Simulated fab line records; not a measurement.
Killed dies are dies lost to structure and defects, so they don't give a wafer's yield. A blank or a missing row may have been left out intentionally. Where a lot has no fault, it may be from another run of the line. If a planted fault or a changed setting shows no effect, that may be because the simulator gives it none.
Problem report in the 8D (eight disciplines) form, filled by code -- flow sky130 -- the parts of the form that need people (team, actions taken, sign-off) are left out

## 1. WHAT WENT WRONG
Mean of developer-temp-C at SKY_VT_ADJUST_LVTN_DEVELOP_06: 23.96 C across 6 wafers in 2 lots; on wafers with no fault it is 22.99 C (standard deviation 0.11). Measured from the usual mean, that is +8.8 standard deviations.
The step: develop time 60 s.
First seen on wafer L537.1, day 11 05:00, on litho-track-04. The record holds 39 wafers of 13 lots with a number at this step. Rule for "out", or "out of limits": more than 4 standard deviations from the usual mean. All remaining wafers that have a number are taken as sound.

## 2. WHAT IT IS AND WHAT IT IS NOT
question,is,is not
which readings at this step,developer-temp-C,exhaust-pa
which lots,"L537, L539","L521, L522, L523, L524, L525, L526, L527, L528, L529, L530, L534"
which wafers of those lots,all that have a number,-
read on which tools,litho-track-04,"litho-track-01, litho-track-02"
when,from day 11 05:00,up to then (33 sound wafers)

## 3. WHAT RULES OUT EACH SUSPECT
Counting: any tool at a process step up to the reading is kept as a suspect provided that every lot that is out went through it and no sound lot did after the first of them.
- plasma-asher-04 at SKY_PWDE_STRIP_09 (strips in O2/N2): kept. All lots that are out passed through it, beginning with L537 at day 7 15:14, and no sound lot followed; its final sound lot before that point was L528 at day 5 14:05.
- litho-track-04 at SKY_VT_ADJUST_LVTN_DEVELOP_06 (develop time 60 s): kept. All lots that are out passed through it, beginning with L537 at day 11 05:00, and no sound lot followed; its final sound lot before that point was L534 at day 10 08:00. Out on those wafers are its own readings of developer-temp-C.
Left after counting: plasma-asher-04 at SKY_PWDE_STRIP_09, litho-track-04 at SKY_VT_ADJUST_LVTN_DEVELOP_06.

## 4. THE CAUSE (what the simulator had put in)
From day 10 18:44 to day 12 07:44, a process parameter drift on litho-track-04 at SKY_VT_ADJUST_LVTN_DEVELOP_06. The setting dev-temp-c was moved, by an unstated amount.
This tool is one of the 2 suspects left after counting.

## 5. SEQUENCE OF EFFECTS, ordered by route
Rows list readings where the struck wafers' mean (over those with a number) sits beyond 3 standard deviations from the usual. Only readings whose record carries a usual standard deviation are examined. hours: median over the lots of the time between each lot's start at the first step of this table that gives one and its start at this step. sigmas: the change, counted in usual standard deviations.
hours,step,reading,usual,on struck wafers,change,sigmas
0,SKY_VT_ADJUST_LVTN_DEVELOP_06,developer-temp-C,22.99 C,23.96,+0.97,+8.8
Process steps it contains:
- SKY_VT_ADJUST_LVTN_DEVELOP_06: develop time 60 s.

## 6. WHAT WOULD HAVE CAUGHT IT SOONER
In this record no reading fell out of limits until day 11 05:00, 10 hours after the fault had begun at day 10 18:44.
